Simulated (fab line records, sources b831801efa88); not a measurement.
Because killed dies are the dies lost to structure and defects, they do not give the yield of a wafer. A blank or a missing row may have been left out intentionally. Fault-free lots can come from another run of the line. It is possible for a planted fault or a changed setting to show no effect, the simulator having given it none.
One fault seen from 2 desks    flow sky130    only its own numbers are on each desk; what lay behind them is given at the end

FOR THE TOOL OWNER'S DESK: pvd-sputter-02
The tool's own readings at SKY_METAL5_SPUTTER_03 (material Ti, target thk 5 nm, time 3.3 s): means of the sampled wafers that have a number, for each lot that ran on this tool. A lot is out of limits, marked OUT, if its mean lies more than 4 standard deviations from the usual mean; the brackets give that distance.
Columns: A = throttle-valve-pct at SKY_METAL5_SPUTTER_03, usual 29.6 %
lot   first seen here  A
L457  day 42 10:55     30.0
L463  day 44 17:25     30.0
L464  day 44 18:40     29.1
L467  day 45 13:22     29.7
L478  day 48 11:51     30.0
L479  day 48 16:00     29.9
Finding of this desk: none of the 6 lots has anything out of limits.

AT THE METROLOGY DESK
What the gauges read, lot by lot, whatever tool the lot ran on: means of the sampled wafers that have a number. A lot is out of limits, marked OUT, if its mean lies more than 4 standard deviations from the usual mean; the brackets give that distance.
Columns: A = VIA4_HDPCVD_THK at SKY_VIA4_THK_MEAS_01, usual 1765 nm
lot   first seen here  A
L457  day 41 09:23     1766
L458  day 41 16:23     1750
L463  day 43 17:23     1764
L464  day 43 18:56     1755
L467  day 44 14:02     1759
L468  day 45 00:29     1780
L473  day 45 20:13     1775
L475  day 46 06:54     1757
L476  day 47 01:53     1742
L478  day 47 15:19     1787
L480  day 47 19:25     1763
L479  day 47 19:56     1760
Finding of this desk: none of the 12 lots has anything out of limits.

ALL TOGETHER
The desk of the tool owner found nothing out of limits.
The metrology desk saw nothing out of limits.

WHAT THE SIMULATOR HAD INSERTED
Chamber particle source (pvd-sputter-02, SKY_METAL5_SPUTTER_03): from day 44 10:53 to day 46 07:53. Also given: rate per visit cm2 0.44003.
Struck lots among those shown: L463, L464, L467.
